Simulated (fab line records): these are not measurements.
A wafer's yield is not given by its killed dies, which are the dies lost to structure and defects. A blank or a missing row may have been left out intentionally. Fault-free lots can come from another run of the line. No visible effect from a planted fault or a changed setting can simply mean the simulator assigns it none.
fab line records    flow sky130
[record] lots = 6  wafers = 18  last-day = 50
route steps=708 shown SPACER@305 POLY_CUT@307 SD_P@320 RES_XHIGH@332 SD_N@342 PAD_OPEN@708
lots with no fault: from the same line, run without faults
start-h: hours from the record's first day to the start of the lot's first wafer shown    wait-h: hours elapsed since this lot's preceding step    " identical to the entry in the row above    L1.1+2: several wafers, shown together as one row    - no value, or no start was given    * or withheld: withheld    < > ~ a bound
route shown NAME@n: a module of which the file shows steps, and the number in the route of the first    usual: mean/standard deviation of fault-free wafers    same: alike in all rows    chamber/n: place in a boat    sites: each site's reading    _std_site: how widely they spread, as a standard deviation    _edge_site: inner sites' mean taken away from outer sites' mean    radius-mm: how far each site lies from the wafer's centre    mask NAME#n: copy n    behind: the most recent tool/chamber to have shaped the wafer    hold: why the lot went on hold/how many hours it stayed there/how the hold came to an end    device: which transistor (n, p or np) failed to switch    end of line: tests of these same wafers at the route's end    step lacking rows: just its recipe    killed: dies lost to structure and defects at the first sort, not the wafer's yield    map: a wafer's dies, marking killed ones x, the rest . and places with no die _
set.NAME: the setting that was run; set.NAME@STEP: the one run at that earlier step    model.NAME: the simulator's own value behind a step, which no gauge read
lots at some steps of the route; a table a step, a row a wafer
services: when a tool's chamber went out of use (start-h, in hours from the record's first day, below 0 if earlier), for how many hours, and the reason
[[steps]]
[step SKY_SPACER_THK_MEAS_01]
[recipe] reads = Si3N4_of_SPACER_CVD_00
[usual] SPACER_CVD_00_THK = 43.0/0.44
lot.wafer  tool           chamber  start-h  wait-h  SPACER_CVD_00_THK[nm]
L828.4     film-metro-02  -        541.02   0.0     42.7
L828.5     "              -        "        "       43.0
L828.6     "              -        "        "       42.5
L835.1     film-metro-02  -        605.44   0.0     43.4
L835.2     "              -        "        "       43.4
L835.5     "              -        "        "       43.5
L836.2     film-metro-02  -        609.06   0.0     43.6
L836.3     "              -        "        "       43.5
L836.4     "              -        "        "       43.5
L838.2     film-metro-01  -        636.12   0.0     42.9
L838.3     "              -        "        "       43.0
L838.5     "              -        "        "       42.7
L848.1     film-metro-01  -        704.63   0.0     42.5
L848.2     "              -        "        "       42.3
L848.4     "              -        "        "       42.2
L850.2     film-metro-02  -        728.92   0.0     43.3
L850.3     "              -        "        "       43.2
L850.4     "              -        "        "       43.4
[step SKY_SPACER_ETCHBACK_02]
[recipe] chemistry = CH3F/O2  target = Si3N4  stop-on = SiO2  source-w = 400  bias-w = 80  pressure-mtorr = 25  ch3f-flow-sccm = 40  O2_flow_sccm = 30  time-s = 46.7  target-depth-a = 450
[usual] drypump-motor-current-A = 5.7/0.59  oes-product-au = 0.854/0.0066  throttle-valve-pct = 10.561/0.009
lot.wafer  tool         chamber  start-h  wait-h  drypump-motor-current-A  oes-product-au  rf-hours-counter-h  throttle-valve-pct
L828.4     rie-diel-03  0        541.05   0.0     5.8                      0.843           6                   10.562
L828.5     "            3        "        "       6.5                      0.849           -                   10.550
L828.6     "            2        "        "       5.4                      0.860           -                   10.562
L835.1     rie-diel-03  2        605.50   0.1     5.4                      0.858           24                  10.579
L835.2     "            3        "        "       6.5                      0.861           14                  10.554
L835.5     "            3        "        "       6.5                      0.859           -                   10.564
L836.2     rie-diel-04  2        609.11   0.0     4.9                      0.856           1                   10.570
L836.3     "            3        "        "       5.6                      0.861           14                  10.558
L836.4     "            0        "        "       4.9                      0.863           14                  10.546
L838.2     rie-diel-03  3        636.17   0.0     6.5                      0.852           14                  10.556
L838.3     "            1        "        "       6.2                      0.860           6                   10.557
L838.5     "            2        "        "       5.4                      0.848           -                   10.542
L848.1     rie-diel-04  3        704.69   0.1     5.6                      0.849           15                  10.548
L848.2     "            0        "        "       4.9                      0.849           16                  10.567
L848.4     "            2        "        "       4.9                      0.848           3                   10.553
L850.2     rie-diel-01  3        728.97   0.0     5.2                      0.856           2                   10.554
L850.3     "            0        "        "       6.5                      0.856           15                  10.558
L850.4     "            2        "        "       6.4                      0.850           16                  10.559
[step SKY_POLY_CUT_DEHYDRATE_00]
[recipe] temp-c = 200  time-s = 60
[step SKY_POLY_CUT_HMDS_01]
[recipe] prime-time-s = 60  prime-temp-c = 120
[step SKY_POLY_CUT_COAT_02]
[recipe] resist = BARC  temp-c = withheld  time-s = withheld  spin-rpm = 3000  resist-thk-nm = 60
[step SKY_POLY_CUT_COAT_03]
[recipe] resist = KrF-thick  spin-rpm = 3000  resist-thk-nm = 450
[step SKY_POLY_CUT_SOFTBAKE_04]
[recipe] temp-c = 100  time-s = 90  resist = KrF-thick
[step SKY_POLY_CUT_EXPOSE_05]
[recipe] mask-id = NPCM  na = 0.8  source-shape = annular  sigma-inner = 0.55  sigma-outer = 0.85  target-cd-nm = 270  dose-mj = 32
[step SKY_POLY_CUT_PEB_06]
[recipe] peb-temp-c = withheld  peb-time-s = withheld  resist = KrF-thick
[step SKY_POLY_CUT_DEVELOP_07]
[recipe] develop-time-s = 60  resist = KrF-thick  dev-temp-c = 21
[step SKY_POLY_CUT_CD_MEAS_08]
[recipe] target-cd-nm = 270
[usual] cd-nm = 269.6/1.5
lot.wafer  tool       chamber  start-h  wait-h  cd-nm
L828.4     cd-sem-01  -        569.91   -       268.3
L828.5     "          -        "        "       266.3
L828.6     "          -        "        "       268.1
L835.1     cd-sem-01  -        634.75   -       268.4
L835.2     "          -        "        "       269.0
L835.5     "          -        "        "       270.0
L836.2     cd-sem-01  -        638.02   -       267.9
L836.3     "          -        "        "       269.0
L836.4     "          -        "        "       267.3
L838.2     cd-sem-02  -        666.22   -       269.4
L838.3     "          -        "        "       269.1
L838.5     "          -        "        "       270.8
L848.1     cd-sem-02  -        732.51   -       269.6
L848.2     "          -        "        "       268.7
L848.4     "          -        "        "       269.4
L850.2     cd-sem-01  -        756.98   -       269.1
L850.3     "          -        "        "       269.2
L850.4     "          -        "        "       270.3
[step SKY_POLY_CUT_OVL_MEAS_09]
[usual] POLY_CUT_OVL = 0/6
lot.wafer  tool        chamber  start-h  wait-h  POLY_CUT_OVL[nm]
L828.4     overlay-01  -        569.99   0.1     -9
L828.5     "           -        "        "       -11
L828.6     "           -        "        "       -10
L835.1     overlay-01  -        634.87   0.1     5
L835.2     "           -        "        "       0
L835.5     "           -        "        "       9
L836.2     overlay-02  -        638.13   0.1     -2
L836.3     "           -        "        "       -11
L836.4     "           -        "        "       -1
L838.2     overlay-02  -        666.33   0.1     1
L838.3     "           -        "        "       7
L838.5     "           -        "        "       0
L848.1     overlay-01  -        732.63   0.1     3
L848.2     "           -        "        "       0
L848.4     "           -        "        "       4
L850.2     overlay-02  -        757.09   0.1     5
L850.3     "           -        "        "       0
L850.4     "           -        "        "       10
[step SKY_POLY_CUT_ETCH_10]
[recipe] chemistry = N2/H2  target = BARC  ion-energy-ev = 200  source-w = 500  bias-w = 100  pressure-mtorr = 30  n2-flow-sccm = 100  h2-flow-sccm = 200  stop-on = SiO2  time-s = 45.9  target-depth-a = 600
[usual] drypump-motor-current-A = 5.7/0.53  oes-product-au = 0.855/0.0051  throttle-valve-pct = 13.225/0.0096
lot.wafer  tool         chamber  start-h  wait-h  drypump-motor-current-A  oes-product-au  rf-hours-counter-h  throttle-valve-pct
L828.4     rie-diel-02  1        570.01   0.0     5.3                      0.864           4                   13.226
L828.5     "            1        "        "       5.3                      0.850           -                   13.228
L828.6     "            0        "        "       5.7                      0.846           -                   13.213
L835.1     rie-diel-03  3        634.91   0.0     6.5                      0.857           14                  13.236
L835.2     "            2        "        "       5.4                      0.858           24                  13.217
L835.5     "            2        "        "       5.4                      0.860           -                   13.213
L836.2     rie-diel-03  1        638.16   0.0     6.2                      0.853           6                   13.244
L836.3     "            2        "        "       5.4                      0.862           25                  13.202
L836.4     "            3        "        "       6.5                      0.850           14                  13.221
L838.2     rie-diel-03  1        666.36   0.0     6.2                      0.853           6                   13.223
L838.3     "            0        "        "       5.8                      0.850           8                   13.215
L838.5     "            1        "        "       6.2                      0.855           -                   13.246
L848.1     rie-diel-02  2        732.67   0.0     5.6                      0.857           8                   13.222
L848.2     "            1        "        "       5.3                      0.860           8                   13.226
L848.4     "            0        "        "       5.7                      0.851           8                   13.241
L850.2     rie-diel-01  2        757.12   0.0     6.4                      0.846           17                  13.219
L850.3     "            3        "        "       5.2                      0.855           2                   13.243
L850.4     "            1        "        "       5.0                      0.852           5                   13.230
[step SKY_POLY_CUT_ETCH_11]
[recipe] target = Si3N4  chemistry = CF4/CH2F2/Ar  stop-on = poly-Si  source-w = 600  bias-w = 150  pressure-mtorr = 40  cf4-flow-sccm = 40  ch2f2-flow-sccm = 20  Ar_flow_sccm = 150  time-s = 42.5  target-depth-a = 600
[usual] drypump-motor-current-A = 5.7/0.53  oes-product-au = 0.828/0.0059  throttle-valve-pct = 14.992/0.0091
lot.wafer  tool         chamber  start-h  wait-h  drypump-motor-current-A  oes-product-au  rf-hours-counter-h  throttle-valve-pct
L828.4     rie-diel-02  1        570.05   0.0     5.3                      0.833           4                   14.980
L828.5     "            1        "        "       5.3                      0.833           -                   14.991
L828.6     "            0        "        "       5.7                      0.831           -                   14.968
L835.1     rie-diel-03  3        634.95   0.0     6.5                      0.833           14                  15.004
L835.2     "            2        "        "       5.4                      0.828           24                  14.973
L835.5     "            2        "        "       5.4                      0.825           -                   14.993
L836.2     rie-diel-03  1        638.20   0.0     6.2                      0.835           6                   14.992
L836.3     "            2        "        "       5.4                      0.832           25                  14.979
L836.4     "            3        "        "       6.5                      0.831           14                  14.987
L838.2     rie-diel-03  1        666.40   0.0     6.2                      0.834           6                   14.997
L838.3     "            0        "        "       5.8                      0.828           8                   15.002
L838.5     "            1        "        "       6.2                      0.832           -                   14.986
L848.1     rie-diel-02  2        732.71   0.0     5.6                      0.825           8                   15.003
L848.2     "            1        "        "       5.3                      0.830           8                   14.992
L848.4     "            0        "        "       5.7                      0.833           8                   14.986
L850.2     rie-diel-01  2        757.16   0.0     6.4                      0.840           17                  14.985
L850.3     "            3        "        "       5.2                      0.830           2                   14.985
L850.4     "            1        "        "       5.0                      0.837           5                   14.992
[step SKY_POLY_CUT_STRIP_12]
[recipe] chemistry = O2/N2  power-w = 1400  pressure-mtorr = 1500  platen-temp-c = withheld  o2-flow-sccm = 3000  n2-flow-sccm = 300  overash-fraction = 0.5
[usual] drypump-motor-current-A = 5.9/0.51  oes-product-au = 0.453/0.0048  strip-time-to-endpoint-s = 5.359/0.018
lot.wafer  tool             chamber  start-h  wait-h  drypump-motor-current-A  oes-product-au  rf-hours-counter-h  strip-time-to-endpoint-s
L828.4     plasma-asher-04  1        570.13   0.1     6.6                      0.453           -                   5.342
L828.5     "                1        "        "       6.6                      0.452           -                   5.342
L828.6     "                0        "        "       5.4                      0.457           -                   5.352
L835.1     plasma-asher-03  0        634.99   0.0     6.3                      0.459           79                  5.403
L835.2     "                1        "        "       5.7                      0.444           79                  5.387
L835.5     "                1        "        "       5.7                      0.447           -                   5.381
L836.2     plasma-asher-03  1        638.24   0.0     5.7                      0.453           79                  5.364
L836.3     "                0        "        "       6.3                      0.461           -                   5.397
L836.4     "                1        "        "       5.7                      0.449           -                   5.381
L838.2     plasma-asher-01  0        666.44   0.0     5.3                      0.466           20                  5.360
L838.3     "                1        "        "       6.2                      0.445           -                   5.367
L838.5     "                1        "        "       6.2                      0.451           -                   5.362
L848.1     plasma-asher-04  0        732.75   0.0     5.3                      0.453           59                  5.345
L848.2     "                1        "        "       6.6                      0.458           59                  5.371
L848.4     "                0        "        "       5.3                      0.455           -                   5.374
L850.2     plasma-asher-01  0        757.20   0.0     5.3                      0.460           29                  5.389
L850.3     "                1        "        "       6.3                      0.454           -                   5.377
L850.4     "                0        "        "       5.3                      0.456           -                   5.391
[step SKY_SD_P_DEHYDRATE_00]
[recipe] temp-c = 200  time-s = 60
[step SKY_SD_P_HMDS_01]
[recipe] prime-time-s = 60  prime-temp-c = 120
[step SKY_SD_P_COAT_02]
[recipe] resist = NOVOLAK  spin-rpm = 3000  resist-thk-nm = 1140
[step SKY_SD_P_SOFTBAKE_03]
[recipe] temp-c = 90  time-s = 60  resist = NOVOLAK
[step SKY_SD_P_EXPOSE_04]
[recipe] mask-id = PSDM  na = 0.6  source-shape = conventional  sigma-outer = 0.6  polarization = unpolarized  target-cd-nm = 380  dose-mj = 138
[step SKY_SD_P_PEB_05]
[recipe] temp-c = withheld  time-s = *  resist = NOVOLAK
[step SKY_SD_P_DEVELOP_06]
[recipe] resist = NOVOLAK  developer = TMAH  develop-time-s = 60  dev-temp-c = 23
[step SKY_SD_P_CD_MEAS_07]
[recipe] target-cd-nm = 380
[usual] cd-nm = 379.8/2.3
lot.wafer  tool       chamber  start-h  wait-h  cd-nm
L828.4     cd-sem-02  -        599.89   0.1     379.2
L828.5     "          -        "        "       379.8
L828.6     "          -        "        "       378.8
L835.1     cd-sem-01  -        664.00   0.1     382.8
L835.2     "          -        "        "       384.6
L835.5     "          -        "        "       382.1
L836.2     cd-sem-01  -        668.02   0.1     381.3
L836.3     "          -        "        "       384.8
L836.4     "          -        "        "       380.7
L838.2     cd-sem-02  -        694.75   0.1     378.5
L838.3     "          -        "        "       378.3
L838.5     "          -        "        "       378.6
L848.1     cd-sem-01  -        759.55   0.1     379.0
L848.2     "          -        "        "       377.6
L848.4     "          -        "        "       378.8
L850.2     cd-sem-02  -        784.68   0.1     380.4
L850.3     "          -        "        "       382.5
L850.4     "          -        "        "       382.7
[step SKY_SD_P_OVL_MEAS_08]
[usual] SD_P_OVL = -0.4/1.3
lot.wafer  tool        chamber  start-h  wait-h  SD_P_OVL[nm]
L828.4     overlay-02  -        599.97   0.1     -2.2
L828.5     "           -        "        "       -2.7
L828.6     "           -        "        "       -1.6
L835.1     overlay-01  -        664.12   0.1     2.2
L835.2     "           -        "        "       0.3
L835.5     "           -        "        "       0.4
L836.2     overlay-01  -        668.13   0.1     -1.4
L836.3     "           -        "        "       -1.4
L836.4     "           -        "        "       -1.8
L838.2     overlay-01  -        694.86   0.1     0.1
L838.3     "           -        "        "       -1.2
L838.5     "           -        "        "       -0.5
L848.1     overlay-01  -        759.67   0.1     0.4
L848.2     "           -        "        "       1.5
L848.4     "           -        "        "       0.0
L850.2     overlay-01  -        784.78   0.1     0.7
L850.3     "           -        "        "       0.7
L850.4     "           -        "        "       -1.3
[step SKY_SD_P_IMPLANT_09]
[recipe] species = BF2  energy-kev = 20  dose-cm2 = 3e+15  tilt-deg = 0
[step SKY_SD_P_STRIP_10]
[recipe] chemistry = O2/N2  power-w = 1400  pressure-mtorr = 1500  platen-temp-c = withheld  o2-flow-sccm = 3000  n2-flow-sccm = 300  overash-fraction = 0.5
[usual] drypump-motor-current-A = 5.9/0.42  oes-product-au = 0.618/0.0046  strip-time-to-endpoint-s = 17.50/0.044
lot.wafer  tool             chamber  start-h  wait-h  drypump-motor-current-A  oes-product-au  rf-hours-counter-h  strip-time-to-endpoint-s
L828.4     plasma-asher-02  1        600.17   0.1     5.6                      0.609           -                   17.52
L828.5     "                0        "        "       5.9                      0.621           -                   17.54
L828.6     "                1        "        "       5.6                      0.619           -                   17.54
L835.1     plasma-asher-02  0        664.31   0.1     5.9                      0.622           99                  17.51
L835.2     "                1        "        "       5.6                      0.614           99                  17.48
L835.5     "                1        "        "       5.6                      0.619           -                   17.51
L836.2     plasma-asher-03  0        668.31   0.1     6.3                      0.617           82                  17.52
L836.3     "                1        "        "       5.7                      0.614           -                   17.52
L836.4     "                0        "        "       6.3                      0.620           -                   17.51
L838.2     plasma-asher-03  0        695.04   0.1     6.3                      0.624           85                  17.50
L838.3     "                0        "        "       6.3                      0.619           -                   17.49
L838.5     "                1        "        "       5.7                      0.627           -                   17.55
L848.1     plasma-asher-04  1        759.86   0.1     6.6                      0.623           61                  17.54
L848.2     "                0        "        "       5.3                      0.624           61                  17.55
L848.4     "                1        "        "       6.6                      0.621           -                   17.50
L850.2     plasma-asher-03  0        784.96   0.1     6.3                      0.617           94                  17.46
L850.3     "                0        "        "       6.3                      0.611           -                   17.45
L850.4     "                1        "        "       5.7                      0.617           -                   17.46
[step SKY_SD_P_TW_MEAS_11]
[usual] SD_P_TW = 2828/28
lot.wafer  tool           chamber  start-h  wait-h  SD_P_TW
L828.4     film-metro-04  -        600.27   0.1     2784
L828.5     "              -        "        "       2798
L828.6     "              -        "        "       2789
L835.1     film-metro-04  -        664.41   0.1     2804
L835.2     "              -        "        "       2813
L835.5     "              -        "        "       2811
L836.2     film-metro-04  -        668.42   0.1     2810
L836.3     "              -        "        "       2814
L836.4     "              -        "        "       2802
L838.2     film-metro-04  -        695.15   0.1     2795
L838.3     "              -        "        "       2824
L838.5     "              -        "        "       2811
L848.1     film-metro-04  -        759.96   0.1     2793
L848.2     "              -        "        "       2781
L848.4     "              -        "        "       2785
L850.2     film-metro-04  -        785.07   0.1     2800
L850.3     "              -        "        "       2813
L850.4     "              -        "        "       2811
[step SKY_RES_XHIGH_DEHYDRATE_00]
[recipe] temp-c = 200  time-s = 60
[step SKY_RES_XHIGH_HMDS_01]
[recipe] prime-time-s = 60  prime-temp-c = 120
[step SKY_RES_XHIGH_COAT_02]
[recipe] resist = NOVOLAK  spin-rpm = 3000  resist-thk-nm = 1140
[step SKY_RES_XHIGH_SOFTBAKE_03]
[recipe] temp-c = 90  time-s = 60  resist = NOVOLAK
[step SKY_RES_XHIGH_EXPOSE_04]
[recipe] mask-id = URPM  na = 0.6  source-shape = conventional  sigma-outer = 0.6  polarization = unpolarized  target-cd-nm = 1270  dose-mj = 140
[step SKY_RES_XHIGH_PEB_05]
[recipe] temp-c = withheld  time-s = *  resist = NOVOLAK
[step SKY_RES_XHIGH_DEVELOP_06]
[recipe] resist = NOVOLAK  developer = TMAH  develop-time-s = 60  dev-temp-c = 23
[step SKY_RES_XHIGH_IMPLANT_07]
[recipe] species = BF2  energy-kev = 20  dose-cm2 = 3.6e+14  tilt-deg = 0
[step SKY_RES_XHIGH_STRIP_08]
[recipe] chemistry = O2/N2  power-w = 1400  pressure-mtorr = 1500  platen-temp-c = withheld  o2-flow-sccm = 3000  n2-flow-sccm = 300  overash-fraction = 0.5
[usual] drypump-motor-current-A = 5.9/0.37  oes-product-au = 0.711/0.005  strip-time-to-endpoint-s = 14.27/0.041
lot.wafer  tool             chamber  start-h  wait-h  drypump-motor-current-A  oes-product-au  rf-hours-counter-h  strip-time-to-endpoint-s
L828.4     plasma-asher-02  1        629.59   0.1     5.6                      0.715           -                   14.30
L828.5     "                1        "        "       5.6                      0.712           -                   14.23
L828.6     "                0        "        "       5.9                      0.716           -                   14.25
L835.1     plasma-asher-01  1        693.11   0.1     6.2                      0.711           23                  14.26
L835.2     "                0        "        "       5.3                      0.719           23                  14.25
L835.5     "                1        "        "       6.3                      0.717           -                   14.20
L836.2     plasma-asher-03  1        696.31   0.1     5.7                      0.708           85                  14.21
L836.3     "                0        "        "       6.3                      0.715           -                   14.23
L836.4     "                1        "        "       5.7                      0.712           -                   14.26
L838.2     plasma-asher-03  0        723.06   0.1     6.3                      0.702           88                  14.27
L838.3     "                1        "        "       5.7                      0.709           -                   14.24
L838.5     "                1        "        "       5.7                      0.709           -                   14.24
L848.1     plasma-asher-02  0        787.08   0.1     5.9                      0.709           4                   14.19
L848.2     "                1        "        "       5.6                      0.709           4                   14.23
L848.4     "                1        "        "       5.6                      0.700           -                   14.22
L850.2     plasma-asher-02  0        811.93   0.1     5.9                      0.709           5                   14.29
L850.3     "                0        "        "       5.9                      0.695           -                   14.25
L850.4     "                1        "        "       5.6                      0.709           -                   14.29
[step SKY_RES_XHIGH_TW_MEAS_09]
[usual] RES_XHIGH_TW = 1643/16
lot.wafer  tool           chamber  start-h  wait-h  RES_XHIGH_TW
L828.4     film-metro-02  -        629.68   0.1     1658
L828.5     "              -        "        "       1665
L828.6     "              -        "        "       1659
L835.1     film-metro-03  -        693.21   0.1     1647
L835.2     "              -        "        "       1649
L835.5     "              -        "        "       1654
L836.2     film-metro-02  -        696.42   0.1     1647
L836.3     "              -        "        "       1644
L836.4     "              -        "        "       1656
L838.2     film-metro-02  -        723.17   0.1     1663
L838.3     "              -        "        "       1661
L838.5     "              -        "        "       1664
L848.1     film-metro-03  -        787.18   0.1     1654
L848.2     "              -        "        "       1650
L848.4     "              -        "        "       1652
L850.2     film-metro-03  -        812.04   0.1     1659
L850.3     "              -        "        "       1650
L850.4     "              -        "        "       1663
[step SKY_SD_N_DEHYDRATE_00]
[recipe] temp-c = 200  time-s = 60
[step SKY_SD_N_HMDS_01]
[recipe] prime-time-s = 60  prime-temp-c = 120
[step SKY_SD_N_COAT_02]
[recipe] resist = NOVOLAK  spin-rpm = 3000  resist-thk-nm = 1140
[step SKY_SD_N_SOFTBAKE_03]
[recipe] temp-c = 90  time-s = 60  resist = NOVOLAK
[step SKY_SD_N_EXPOSE_04]
[recipe] mask-id = NSDM  na = 0.6  source-shape = conventional  sigma-outer = 0.6  polarization = unpolarized  target-cd-nm = 380  dose-mj = 141
[step SKY_PAD_OPEN_PROBE_99]
[usual] killed_at_M0_to_M3 = 42/6.4  killed_at_M4_up = 3.2/1.9  killed-at-contacts = 24/4.8  killed-at-front-end = 16/4.4  killed-at-other = 0.3/0.55  killed-dies = 86/8.6  killed-open = 46/6.6  killed-short = 39/5.7
[same] gross-dies = 492  killed-at-back-side = 0
lot.wafer  tool       chamber  start-h  wait-h  killed_at_M0_to_M3  killed_at_M4_up  killed-at-contacts  killed-at-front-end  killed-at-other  killed-dies  killed-open  killed-short
L835.1     prober-02  -        1130.70  0.1     55                  3                30                  13                   0                101          57           44
L835.2     prober-02  -        1130.75  0.1     38                  0                28                  19                   0                85           49           35
L835.5     prober-02  -        1130.90  0.2     42                  2                21                  13                   1                79           45           33
L836.2     prober-01  -        1132.49  0.1     45                  2                24                  76                   0                147          44           41
L836.3     prober-01  -        1132.54  0.2     33                  4                21                  77                   1                136          41           37
L836.4     prober-01  -        1132.59  0.2     32                  6                23                  71                   1                133          29           47
L838.2     prober-02  -        1150.53  0.1     26                  2                28                  72                   1                129          40           35
L838.3     prober-02  -        1150.58  0.2     31                  2                25                  68                   0                126          43           29
L838.5     prober-02  -        1150.68  0.2     36                  1                25                  86                   0                148          47           39
L848.1     prober-02  -        1191.57  0.1     40                  2                21                  20                   0                83           52           31
L848.2     prober-02  -        1191.62  0.1     45                  3                13                  12                   0                73           37           36
L848.4     prober-02  -        1191.72  0.2     41                  1                25                  16                   1                84           46           38
// killed by level:class
L835.1 VIA1:geometric-particle:open=11 CONTACT:geometric-particle:open=9 METAL1:geometric-particle:short=9 VIA2:geometric-particle:open=8 VIA3:geometric-particle:open=8 LI_CONTACT:geometric-particle:short=7 LI_CONTACT:geometric-particle:open=6 CONTACT:geometric-particle:short=5
L835.2 VIA1:geometric-particle:open=13 CONTACT:geometric-particle:open=9 CONTACT:geometric-particle:short=6 LI_CONTACT:geometric-particle:open=6 METAL2:geometric-particle:short=5 VIA2:geometric-particle:open=5 FIELD_ISO:geometric-particle:short=4 POLY_GATE:geometric-particle:open=4
L835.5 VIA1:geometric-particle:open=11 CONTACT:geometric-particle:open=8 METAL1:geometric-particle:short=7 VIA3:geometric-particle:open=7 LI_CONTACT:geometric-particle:open=6 VIA2:geometric-particle:open=5 VIA1:geometric-particle:short=4 METAL2:geometric-particle:short=4
L836.2 POLY_CUT:unspecified=62 CONTACT:geometric-particle:open=10 VIA1:geometric-particle:open=8 LI_CONTACT:geometric-particle:open=7 VIA2:geometric-particle:open=7 VIA2:geometric-particle:short=5 METAL2:geometric-particle:short=5 FIELD_ISO:geometric-particle:short=4
L836.3 POLY_CUT:unspecified=58 FIELD_ISO:geometric-particle:short=8 LI_CONTACT:geometric-particle:open=6 VIA3:geometric-particle:open=6 VIA1:geometric-particle:short=5 LOCAL_INTERCONNECT:geometric-particle:short=5 CONTACT:geometric-particle:open=5 VIA1:geometric-particle:open=5
L836.4 POLY_CUT:unspecified=57 LOCAL_INTERCONNECT:geometric-particle:short=7 FIELD_ISO:geometric-particle:short=6 CONTACT:geometric-particle:open=6 METAL2:geometric-particle:short=6 LI_CONTACT:geometric-particle:open=5 VIA1:geometric-particle:short=5 METAL4:geometric-particle:short=5
L838.2 POLY_CUT:unspecified=54 CONTACT:geometric-particle:open=12 VIA2:geometric-particle:open=8 FIELD_ISO:geometric-particle:short=7 LI_CONTACT:geometric-particle:open=6 LOCAL_INTERCONNECT:geometric-particle:short=5 VIA1:geometric-particle:short=5 POLY_GATE:geometric-particle:open=3
L838.3 POLY_CUT:unspecified=54 CONTACT:geometric-particle:open=9 CONTACT:geometric-particle:short=8 VIA1:geometric-particle:open=8 VIA3:geometric-particle:open=5 FIELD_ISO:geometric-particle:open=4 POLY_GATE:geometric-particle:open=4 POLY_GATE:geometric-particle:short=4
L838.5 POLY_CUT:unspecified=62 VIA1:geometric-particle:open=14 CONTACT:geometric-particle:short=7 CONTACT:geometric-particle:open=7 FIELD_ISO:geometric-particle:open=6 POLY_GATE:geometric-particle:short=6 LI_CONTACT:geometric-particle:open=6 VIA2:geometric-particle:open=6
L848.1 CONTACT:geometric-particle:open=12 VIA3:geometric-particle:open=11 FIELD_ISO:geometric-particle:open=8 VIA1:geometric-particle:open=5 VIA2:geometric-particle:open=5 LI_CONTACT:geometric-particle:open=4 FIELD_ISO:geometric-particle:short=4 VIA1:geometric-particle:short=4
L848.2 VIA1:geometric-particle:open=7 VIA3:geometric-particle:open=7 VIA1:geometric-particle:short=6 VIA2:geometric-particle:open=6 VIA2:geometric-particle:short=5 LI_CONTACT:geometric-particle:open=4 VIA3:geometric-particle:short=4 POLY_GATE:geometric-particle:open=3
L848.4 CONTACT:geometric-particle:open=10 LI_CONTACT:geometric-particle:open=8 VIA3:geometric-particle:open=8 VIA1:geometric-particle:short=7 FIELD_ISO:geometric-particle:short=5 METAL1:geometric-particle:short=5 VIA1:geometric-particle:open=5 METAL2:geometric-particle:short=4
// map L836.2 (x killed, . not)
__________.x........_________
________..x........x.._______
______..x.......x..x..x._____
_____..x.........x....x.x____
____....x.xx......x...x...___
___.x.xxxxx.....xx...x.xx..__
__xxxxxxxx.....x......x....._
_x.xxxxxxxx..x...x....x......
_x.xxxxxxxx.x....x.x..xx...x.
_xxxxxxxxxx.xxx.....x...x....
_xxxxxxxxxx..x...x...x...x...
_..xxxxxx.x..x...x....x.x....
_...x..x..x........xx......x.
_.x.....x....xxx.x....xx...x.
_.......x.......xx....x......
__.....x.x...xx............._
___..x.......x.......x.x.x.__
____.....x...xxx..........___
_____....x..x....x..x....____
______....x.x..........x_____
________x....xx......._______
__________........x._________
// map L838.5 (x killed, . not)
__________x.....x..._________
________..x...x......._______
______xx...x...........x_____
_____x........x....x...x.____
____xx.xxx..x.....x..x....___
___.xxx.x.x...x......x.xx..__
__.xxxxxxxxx.xx..x......x..._
_xxxxxxxxxxx...xx.........x..
_xxxxxxxxxxx..xxx..x......x..
_.xxxxxxx...x.x..x...........
_xxxxxxxxxxx......x.x.x..x...
_..xx.xx................x....
_..x.x..xxx.xx.x.........x.xx
_...x...........xx......x....
_........x...x...........x...
__.........x..xx........xx.._
___x........xxx..xx........__
____.......x.xx.x...x.x.x.___
_____.x.......x......xx..____
______...x.x............_____
________..x..x......x._______
__________........x._________
[[services]]
tool             chamber  start-h  hours  kind
rie-diel-01      3        519.91   4.6    repair
rie-diel-03      2        525.76   6.1    repair
rie-diel-02      3        539.51   1.3    repair
rie-diel-03      3        549.47   6.7    repair
plasma-asher-01  -        551.27   2.0    repair
rie-diel-01      0        598.97   1.4    repair
rie-diel-03      1        605.62   8.5    repair
plasma-asher-04  -        624.56   5.9    repair
plasma-asher-04  -        653.97   2.2    repair
plasma-asher-03  -        666.36   1.8    repair
rie-diel-02      2        668.60   29.0   repair
plasma-asher-02  -        670.67   3.7    repair
plasma-asher-02  -        674.76   6.2    repair
plasma-asher-04  -        702.46   1.8    repair
rie-diel-04      1        717.12   14.5   repair
plasma-asher-02  -        717.25   1.3    repair
rie-diel-04      3        722.26   1.4    repair
plasma-asher-02  -        733.75   9.0    pm
plasma-asher-02  0        733.75   9.0    vent-cycle
plasma-asher-02  1        733.75   9.0    vent-cycle
rie-diel-02      -        784.56   0.1    repair
plasma-asher-02  -        792.56   14.6   pm
rie-diel-04      -        796.02   0.2    repair
rie-diel-04      3        811.53   132.0  repair
[[key]]
[first-sign] step = SKY_PAD_OPEN_PROBE_99  reading = killed-at-front-end  direction = up  sigmas = 14  usual = 16  struck = 75
[effect] step = SKY_PAD_OPEN_PROBE_99  reading = killed-dies  direction = up  sigmas = 5.9  usual = 86  struck = 136
met-at SKY_POLY_CUT_ETCH_10
struck-wafers L836.2,L836.3,L836.4,L838.2,L838.3,L838.5
tester-left-out L836,L838
onset-between 634.91 638.16
also-fits SKY_POLY_CUT_ETCH_11:rie-diel-03,SKY_RES_XHIGH_STRIP_08:plasma-asher-03
[fault] kind = chamber-particle-source  tool = rie-diel-03  chamber = -  onset-h = 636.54  steps = SKY_POLY_CUT_ETCH_10  rate-per-visit-cm2 = 1.1937  end-h = 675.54
// tester-left-out: of these lots the tester's yield and bins aren't shown, on N5 and GAA mostly nor the transistor test; their killed dies are dies lost to structure and defects alone, not to doping, threshold or leakage, so they don't give the yield
